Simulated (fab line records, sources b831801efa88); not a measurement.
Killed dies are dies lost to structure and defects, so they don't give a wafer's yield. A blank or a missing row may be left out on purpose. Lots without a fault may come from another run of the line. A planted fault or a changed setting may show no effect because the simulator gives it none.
A struck lot beside a sound one | flow sfq_line | 14 steps out of a route of 325
Sound: wafers L605.2, L605.3, L605.5. Struck: wafer L619.3. (L619.2 of the same lot was not struck and is left out.) The cause comes at the end.
At each step with rows: each side's tool, then ch and its chambers, then its first start. Under that, the readings that differ: sound wafers | struck wafers | difference of the means | sigmas: that difference in standard deviations of wafers without a fault.
alike: readings whose means differ by less than 2 such deviations, and words and numbers that are the same on both sides. not compared: withheld readings, readings that some wafer has no value for, bounds like >300 that may hide the same value, and numbers for which the record gives no deviation and whose values overlap.
The two part at a step that has a row with sigmas, a row that says differs or no value, or rows on one side only. Numbers that don't overlap but have no deviation are shown without sigmas and don't part them. A reading that every wafer of one side lacks parts them only if that side has two wafers or more.

first, 2 steps without rows for these wafers: SFQ_TRILAYER_C5_STRIP_SOLV_CLEAN_156 (cleans in NMP, time 600 s); SFQ_TRILAYER_M6_DEP_PRE_CLEAN_158 (time 22.5 s).
SFQ_TRILAYER_M6_DEP_SPUTTER_157: material Nb, target thk 200 nm, time 133.3 s.
  sound on pvd_sputter-03, day 59 07:09; struck on pvd_sputter-05, day 71 21:16
  alike: throttle_valve_pct
SFQ_M6_RS_MEAS_938: measures by four-point-probe.
  sound on film_metro-04, day 59 07:16; struck on film_metro-04, day 71 21:23
  alike: M6_NB_RS
then, 6 steps without rows for these wafers: SFQ_TRILAYER_M6_LITHO_COAT_164 (resist thk 62 nm); SFQ_TRILAYER_M6_LITHO_COAT_159 (resist thk 600 nm); SFQ_TRILAYER_M6_LITHO_SOFTBAKE_163; SFQ_TRILAYER_M6_LITHO_EXPOSE_160 (exposes mask M6, target cd 500 nm); SFQ_TRILAYER_M6_LITHO_PEB_162 (peb time 60 s); SFQ_TRILAYER_M6_LITHO_DEVELOP_161 (time 60 s).
-- the record jumps here: 3 days lie between the struck wafers' starts before and after --
SFQ_M6_OVL_MEAS_940:
  sound on overlay-01, day 64 02:11; struck on overlay-01, day 75 09:02
  alike: M6_OVL
SFQ_TRILAYER_M6_BARC_OPEN_METAL_ETCH_206: etches BARC in O2, target depth 125 nm, time 41.7 s.
  sound on rie_metal-02 ch 0, day 64 02:14; struck on rie_metal-02 ch 1, day 75 09:04
  reading                                             | sound             | struck | difference | sigmas
  model.KrF_of_TRILAYER_M6_LITHO_COAT_159.thk_nm (nm) | 521.8 523.8 525.2 | 534.5  | +10.9      |
  alike: drypump_motor_current_A, he_backside_leak_sccm, oes_product_au
  not compared: rf_hours_counter_h
SFQ_TRILAYER_M6_ETCH_METAL_ETCH_162: etches Nb in Cl2/Ar, stops on SiO2, target depth 240 nm, time 120 s.
  sound on rie_metal-02 ch 0, day 64 02:22; struck on rie_metal-02 ch 1, day 75 09:08
  reading                                             | sound             | struck | difference | sigmas
  he_backside_leak_sccm (sccm)                        | 3.40 3.15 3.40    | 3.78   | +0.46      | +2
  model.KrF_of_TRILAYER_M6_LITHO_COAT_159.thk_nm (nm) | 381.5 384.5 385.3 | 396.1  | +12.3      |
  alike: drypump_motor_current_A, oes_product_au
  not compared: rf_hours_counter_h
SFQ_TRILAYER_M6_STRIP_STRIP_163: strips in O2.
  sound on rie_metal-02 ch 0, day 64 02:47; struck on rie_metal-02 ch 1, day 75 09:16
  alike: drypump_motor_current_A, he_backside_leak_sccm, oes_product_au
  not compared: rf_hours_counter_h

WHERE THEY PART
Only at SFQ_TRILAYER_M6_ETCH_METAL_ETCH_162, within this record. Later steps at which nothing parts them and some readings are alike: SFQ_TRILAYER_M6_STRIP_STRIP_163.

WHY: what the simulator had put in
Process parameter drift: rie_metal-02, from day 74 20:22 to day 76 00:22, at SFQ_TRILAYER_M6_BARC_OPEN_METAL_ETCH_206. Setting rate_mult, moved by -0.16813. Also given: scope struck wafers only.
